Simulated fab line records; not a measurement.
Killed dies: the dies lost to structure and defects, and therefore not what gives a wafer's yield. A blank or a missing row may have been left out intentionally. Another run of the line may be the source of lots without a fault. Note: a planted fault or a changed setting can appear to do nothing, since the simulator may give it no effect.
Which tool is to blame? :: flow gf180mcu :: 18 wafers from 6 lots sampled at 2 of the route's 602 steps

WHAT THE GAUGES SHOWED, per wafer
GF_NWELL_OVL_MEAS_07.
lot: L684
measured: day 3 15:09
on: overlay-02
NWELL_OVL (nm): 1.0 -0.9 0.1

lot: L686
measured: day 3 23:19
on: overlay-02
NWELL_OVL (nm): -1.4 -3.2 -0.3

lot: L690
measured: day 4 22:30
on: overlay-02
NWELL_OVL (nm): -0.5 0.9 -1.0

lot: L694
measured: day 5 19:01
on: overlay-02
NWELL_OVL (nm): -78.5 -75.5 -76.2

lot: L697
measured: day 6 13:42
on: overlay-02
NWELL_OVL (nm): -0.2 -0.1 -0.2

lot: L706
measured: day 8 17:27
on: overlay-01
NWELL_OVL (nm): -1.6 -2.3 -0.9

EACH LOT AND THE TOOL THAT RAN IT (in order: tool; ch and the chambers of the sampled wafers; start)
lot: L684
GF_NWELL_EXPOSE_04: iline_stepper-02 ch 0, day 3 08:54

lot: L686
GF_NWELL_EXPOSE_04: iline_stepper-01 ch 0, day 3 16:42

lot: L690
GF_NWELL_EXPOSE_04: iline_stepper-01 ch 0, day 4 15:49

lot: L694
GF_NWELL_EXPOSE_04: iline_stepper-02 ch 0, day 5 11:51

lot: L697
GF_NWELL_EXPOSE_04: iline_stepper-01 ch 0, day 6 06:15

lot: L706
GF_NWELL_EXPOSE_04: iline_stepper-01 ch 0, day 8 09:31
- GF_NWELL_EXPOSE_04: exposes mask Nwell, target cd 860 nm.

THE ANSWER, worked out from the rows above alone
Rule: the lots themselves supply what counts as usual. Put in order of their means at a reading, lots are off if they are a third of the lots or fewer, leave a main group of 4 or more, and stand apart from it by a gap of 3 or more times the standard deviation of the main group's means; of several such gaps the widest counts. The tables above print the reading to a certain number of digits; a main group whose means all agree to those digits is not used. A lot without any number at a reading at which 4 lots or more have one is off too. The other lots that the step has rows for count as sound.
Off: L694, at GF_NWELL_OVL_MEAS_07 (NWELL_OVL). Mean -0.7 nm and standard deviation 0.75 in the main group.
A tool fits if, at a process step before that reading, it ran every lot that is off, and no sound lot after the first of them. Gauges at GF_NWELL_OVL_MEAS_07: tried the same way as those tools. One candidate fits, namely iline_stepper-02 at GF_NWELL_EXPOSE_04. A fault onset in the window from L684 (day 3 08:54, its last sound lot) to L694 (day 5 11:51, its first lot off) fits.

WHAT HAD BEEN PUT IN BY THE SIMULATOR
Scanner matching overlay: iline_stepper-02, from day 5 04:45 on, at GF_NWELL_EXPOSE_04. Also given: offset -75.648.
Lots struck among those shown: L694. The rule above reached the same finding.
